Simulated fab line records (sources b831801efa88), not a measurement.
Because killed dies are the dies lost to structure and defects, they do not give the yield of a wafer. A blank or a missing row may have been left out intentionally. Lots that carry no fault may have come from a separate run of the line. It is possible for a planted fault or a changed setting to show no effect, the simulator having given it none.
Which tool is to blame? -- flow sky130 -- Sampling: 14 lots, 42 wafers, 5 of 708 route steps

WHAT THE GAUGES SHOWED, per wafer
SKY_LDD_N_TW_MEAS_17. Usual: LDD_N_TW typically reads 2616, with standard deviation 25.
lot,measured,on,LDD_N_TW,flag
L485,day 18 13:10,film-metro-01,2641 2645 2640,
L487,day 19 16:59,film-metro-02,2591 2585 2600,
L489,day 20 02:45,film-metro-01,2646 2627 2638,
L492,day 22 19:35,film-metro-03,2604 2593 2594,
L496,day 23 02:44,film-metro-03,2622 2626 2619,
L493,day 23 03:02,film-metro-02,2578 2579 2569,
L498,day 23 03:53,film-metro-01,2636 2627 2634,
L499,day 23 08:10,film-metro-02,2583 2569 2582,
L500,day 23 14:59,film-metro-01,2635 2636 2629,
L502,day 24 15:10,film-metro-01,2629 2638 2653,
L503,day 24 19:19,film-metro-01,2633 2627 2628,
L504,day 24 20:25,film-metro-02,2603 2586 2608,
L505,day 25 07:44,film-metro-03,2614 2626 2634,
L507,day 25 23:22,film-metro-02,2587 2588 2584,

SKY_LDD_LDN_TW_MEAS_13. Usual: LDD_LDN_TW typically reads 1496, with standard deviation 14.
lot,measured,on,LDD_LDN_TW,flag
L485,day 23 15:01,film-metro-03,1504 1502 1510,
L487,day 24 18:46,film-metro-01,1512 1509 1506,
L489,day 25 03:38,film-metro-02,1476 1484 1476,
L492,day 27 18:53,film-metro-02,1480 1480 1489,
L496,day 28 00:50,film-metro-03,1376 1378 1378 1384 1383 1378,OFF
L493,day 28 01:27,film-metro-03,1372 1376 1382 1376 1378 1374,OFF
L498,day 28 01:08,film-metro-03,1505 1498 1505,
L499,day 28 05:07,film-metro-03,1512 1496 1500,
L500,day 28 11:15,film-metro-02,1484 1484 1481,
L502,day 29 10:26,film-metro-03,1499 1493 1501,
L503,day 29 14:03,film-metro-02,1481 1480 1473,
L504,day 29 16:31,film-metro-03,1499 1495 1500,
L505,day 30 02:46,film-metro-03,1510 1506 1504,
L507,day 30 17:11,film-metro-02,1481 1478 1478,

SKY_POLY_CUT_CD_MEAS_08 targets a cd of 270 nm. Usual: cd-nm reads 269.9 nm (standard deviation 1.3).
lot,measured,on,cd-nm (nm),flag
L485,day 24 23:26,cd-sem-02,270.1 270.0 268.6,
L487,day 26 02:08,cd-sem-02,269.8 269.2 270.3,
L489,day 26 09:54,cd-sem-02,268.6 269.3 268.4,
L492,day 29 01:11,cd-sem-01,271.4 271.5 272.8,
L498,day 29 08:23,cd-sem-02,271.3 270.1 270.6,
L499,day 29 10:23,cd-sem-01,271.7 271.8 272.0,
L500,day 29 17:26,cd-sem-02,269.4 270.3 269.3,
L502,day 30 17:43,cd-sem-02,268.3 269.5 269.6,
L503,day 30 19:35,cd-sem-01,272.2 271.8 271.7,
L504,day 30 21:56,cd-sem-02,269.7 270.9 269.6,
L505,day 31 07:25,cd-sem-02,270.0 270.6 271.4,
L507,day 31 21:41,cd-sem-02,269.5 268.5 269.0,

WHAT TOOL EACH LOT RAN ON (gives the tool, then ch and the chambers of the sampled wafers, and finally the start)
lot,SKY_POLY_GATE_STRIP_18,SKY_LDD_LDN_IMPLANT_08
L485,"plasma-asher-02 ch 0,1, day 17 05:30","implanter-03 ch 0, day 23 14:19"
L487,"plasma-asher-02 ch 0,1, day 18 08:23","implanter-04 ch 0, day 24 18:04"
L489,"plasma-asher-03 ch 0,1, day 18 15:18","implanter-01 ch 0, day 25 02:56"
L492,"plasma-asher-01 ch 0,1, day 21 10:39","implanter-03 ch 0, day 27 18:07"
L496,"plasma-asher-02 ch 0,1, day 21 15:29","implanter-04, day 28 00:08"
L493,"plasma-asher-02 ch 0,1, day 21 16:41","implanter-03, day 28 00:11"
L498,"plasma-asher-03 ch 0,1, day 21 18:20","implanter-01 ch 0, day 28 00:26"
L499,"plasma-asher-01 ch 0,1, day 21 21:59","implanter-03 ch 0, day 28 04:25"
L500,"plasma-asher-02 ch 1, day 22 06:20","implanter-04 ch 0, day 28 10:34"
L502,"plasma-asher-02 ch 0,1, day 23 07:02","implanter-04 ch 0, day 29 09:44"
L503,"plasma-asher-02 ch 0,1, day 23 10:02","implanter-04 ch 0, day 29 13:22"
L504,"plasma-asher-02 ch 0,1, day 23 11:55","implanter-04 ch 0, day 29 15:50"
L505,"plasma-asher-01 ch 0,1, day 23 22:41","implanter-01 ch 0, day 30 02:04"
L507,"plasma-asher-02 ch 0,1, day 24 15:41","implanter-04 ch 0, day 30 16:29"
- SKY_POLY_GATE_STRIP_18: strips in O2/N2.
- SKY_LDD_LDN_IMPLANT_08

AS READ BY THE TOOLS THEMSELVES (means over the sampled wafers that have a number; for cases with no such wafer, the mark the record gives instead)
SKY_POLY_GATE_STRIP_18. Usual: drypump-motor-current-A 5.4 A, standard deviation 0.5; oes-product-au 0.362 a.u., standard deviation 0.0049; strip-time-to-endpoint-s 3.17 s, standard deviation 0.045.
lot,tool,drypump-motor-current-A (A),oes-product-au (a.u.),strip-time-to-endpoint-s (s),flag
L485,plasma-asher-02,4.9,0.359,3.18,
L487,plasma-asher-02,5.0,0.368,3.21,
L489,plasma-asher-03,5.8,0.361,3.16,
L492,plasma-asher-01,5.8,0.361,3.14,
L496,plasma-asher-02,4.9,0.361,3.19,
L493,plasma-asher-02,5.1,0.361,3.20,
L498,plasma-asher-03,5.8,0.362,3.13,
L499,plasma-asher-01,5.7,0.363,3.19,
L500,plasma-asher-02,4.7,0.361,3.17,
L502,plasma-asher-02,5.0,0.367,3.20,
L503,plasma-asher-02,5.0,0.363,3.19,
L504,plasma-asher-02,5.0,0.358,3.13,
L505,plasma-asher-01,5.9,0.360,3.14,
L507,plasma-asher-02,5.0,0.361,3.19,

SKY_LDD_LDN_IMPLANT_08. Usual: beam-energy-keV 15.000, standard deviation 0.0047; beam-on-s 10.01 s, standard deviation 0.2.
lot,tool,beam-energy-keV,beam-on-s (s),flag
L485,implanter-03,14.995,9.82,
L487,implanter-04,15.001,9.98,
L489,implanter-01,14.998,10.08,
L492,implanter-03,15.001,10.05,
L496,implanter-04,-,-,OFF
L493,implanter-03,-,-,OFF
L498,implanter-01,15.004,9.96,
L499,implanter-03,15.000,9.87,
L500,implanter-04,15.001,10.10,
L502,implanter-04,14.997,10.08,
L503,implanter-04,15.002,10.06,
L504,implanter-04,15.003,9.91,
L505,implanter-01,14.997,9.98,
L507,implanter-04,14.995,10.07,

THE ANSWER, worked out from the rows above alone
Rule: a lot is off if the mean of its wafers that have a number lies more than 3 standard deviations from the usual mean. Also off: a lot with no number at a reading for which 4 or more lots have one. Any other lot the step has rows for is counted as sound. Order of review: gauges by route order, followed by the tools' own readings, for which a lot's mean as printed above is used. The first step at which some lot is off is used, and at that step the reading that is off furthest; a lot without a number counts as furthest.
Off: at SKY_LDD_LDN_TW_MEAS_13 (LDD_LDN_TW), L496, L493.
If a tool, at a process step before that reading, ran all the lots that are off and no sound lot after the first of them, it fits. Not tried: the gauges at SKY_LDD_LDN_TW_MEAS_13; whatever is off there is also off at SKY_LDD_LDN_IMPLANT_08, on other tools, and gauge error can't account for it. None of those tried fits.

WHAT WAS PUT IN BY THE SIMULATOR
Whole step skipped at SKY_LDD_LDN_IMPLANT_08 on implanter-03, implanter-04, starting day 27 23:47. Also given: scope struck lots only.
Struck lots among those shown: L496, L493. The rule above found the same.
